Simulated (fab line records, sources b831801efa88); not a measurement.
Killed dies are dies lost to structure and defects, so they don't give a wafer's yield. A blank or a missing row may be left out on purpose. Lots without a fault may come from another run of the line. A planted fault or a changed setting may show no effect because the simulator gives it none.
Chamber matching | flow gf180mcu | GF_V2_CMP_04 on cmp-01: 4 sister chambers
The step polishes SiO2. 8 wafers are shown with their chamber, then 7 later ones without.

WAFERS WITH THEIR CHAMBER
wafer  | chamber | motor_current_A (A) | time_to_endpoint_s (s)
L857.6 | 0       | 12.1                | 80
L858.4 | 2       | 11.1                | 86
L858.6 | 1       | 12.4                | 84
L859.3 | 3       | 11.4                | 85
L859.4 | 2       | 11.8                | 93
L859.6 | 3       | 11.4                | 82
L863.2 | 0       | 11.9                | 86
L863.3 | 1       | 12.4                | 76

WAFERS WITHOUT THEIR CHAMBER
wafer  | motor_current_A (A) | time_to_endpoint_s (s)
L863.6 | 12.2                | 84
L871.2 | 12.6                | 74
L871.4 | 11.5                | 79
L871.5 | 11.1                | 82
L875.3 | 10.8                | 75
L875.5 | 11.4                | 84
L875.6 | 11.7                | 81

WHICH CHAMBER EACH WENT THROUGH
wafer  | from the rows above               | in truth
L863.6 | can't be placed: 0 or 1           | 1
L871.2 | can't be placed: 1 or 0           | 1
L871.4 | can't be placed: 3 or 0 or 2      | 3
L871.5 | can't be placed: 3 or 2           | 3
L875.3 | can't be placed: 3 or 2 or 0      | 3
L875.5 | can't be placed: 3 or 2           | 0
L875.6 | can't be placed: 0 or 3 or 2 or 1 | 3
Placed correctly: 0 of 7. Can't be placed from these rows: 7 (the true chamber is among the candidates in 6). Placed wrongly: 0.
How it was worked out, from the rows above alone: a wafer's distance from a chamber is the root of the sum, over the readings, of the square of ((its reading less the chamber's mean) divided by the reading's scatter). The wafer belongs to the nearest chamber; if the next one is less than 2 further off, it can't be placed. A chamber's mean is the mean of its shown wafers. The scatter: the root of (the sum of the squares of (reading less its chamber's mean) over the shown wafers, divided by (wafers less chambers)).
